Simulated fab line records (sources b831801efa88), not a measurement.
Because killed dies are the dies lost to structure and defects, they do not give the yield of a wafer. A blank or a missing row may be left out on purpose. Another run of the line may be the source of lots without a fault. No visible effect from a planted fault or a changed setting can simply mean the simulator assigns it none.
One fault seen from 2 desks ; flow sky130 ; each desk holds nothing but its own numbers, with what lay behind them at the end

METROLOGY DESK
Means of the sampled wafers that have a number, per lot and without regard to the tool the lot ran on: this is what the gauges read. A lot is out of limits, marked OUT, if its mean lies more than 4 standard deviations from the usual mean; the brackets give that distance.
Columns: A = VT_ADJUST_HVTP_TW at SKY_VT_ADJUST_HVTP_TW_MEAS_11, usual 1368; B = SONOS_ONO_OXIDATION_THK at SKY_SONOS_ONO_THK_MEAS_01, usual 2.61 nm
lot;first seen here;A;B
L732;day 6 11:50;1389;2.67
L733;day 7 02:28;1363;2.60
L735;day 7 05:42;1363;2.60
L736;day 7 17:50;1366;2.66
L738;day 8 12:28;1368;2.60
L740;day 8 12:56;1359;2.68
L741;day 8 15:20;31 (-99 or more) OUT;2.61
L743;day 9 07:32;1368;2.57
L749;day 10 18:07;1353;2.60
L750;day 10 22:41;1382;2.62
L751;day 11 08:17;1368;2.59
L752;day 11 13:49;1361;2.55
L754;day 12 11:15;1389;2.63
Finding of this desk: L741 out of limits, first seen on L741 at day 8 15:20 (VT_ADJUST_HVTP_TW at SKY_VT_ADJUST_HVTP_TW_MEAS_11). In limits: L732, L733, L735, L736, L738, L740, L743, L749, L750, L751, L752, L754.

TOOL OWNER'S DESK, plasma_asher-01
The tool's own readings at SKY_NWELL_STRIP_25 (strips in O2/N2): means of the sampled wafers that have a number, for each lot that ran on this tool. A lot is out of limits, marked OUT, if its mean lies more than 4 standard deviations from the usual mean; the brackets give that distance.
Columns: A = drypump_motor_current_A at SKY_NWELL_STRIP_25, usual 5.7 A; B = oes_product_au at SKY_NWELL_STRIP_25, usual 0.723 a.u.; C = strip_time_to_endpoint_s at SKY_NWELL_STRIP_25, usual 36.89 s
lot;first seen here;A;B;C
L732;day 5 17:15;5.7;0.723;36.89
L736;day 6 21:06;5.4;0.725;37.06
L741;day 7 18:43;5.2;0.961 (+50) OUT;-
L749;day 9 18:55;5.5;0.724;36.95
L754;day 11 10:17;5.2;0.728;36.90
Finding of this desk: L741 out of limits; the first was L741 at day 7 18:43, on oes_product_au at SKY_NWELL_STRIP_25. In limits: L732, L736, L749, L754.

PUT TOGETHER
On L741, at day 7 18:43, an alarm was possible from the tool owner's desk.
L741 would have let the metrology desk raise an alarm at day 8 15:20.
The lots listed all ran SKY_NWELL_STRIP_25 on plasma_asher-01.

WHAT WAS PUT IN BY THE SIMULATOR
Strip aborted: plasma_asher-01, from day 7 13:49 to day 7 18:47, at SKY_NWELL_STRIP_25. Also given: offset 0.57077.
Struck lots among those shown: L741.
Time in hours from fault onset to the first out-of-limits reading at each desk: tool owner's desk 5, metrology desk 26.
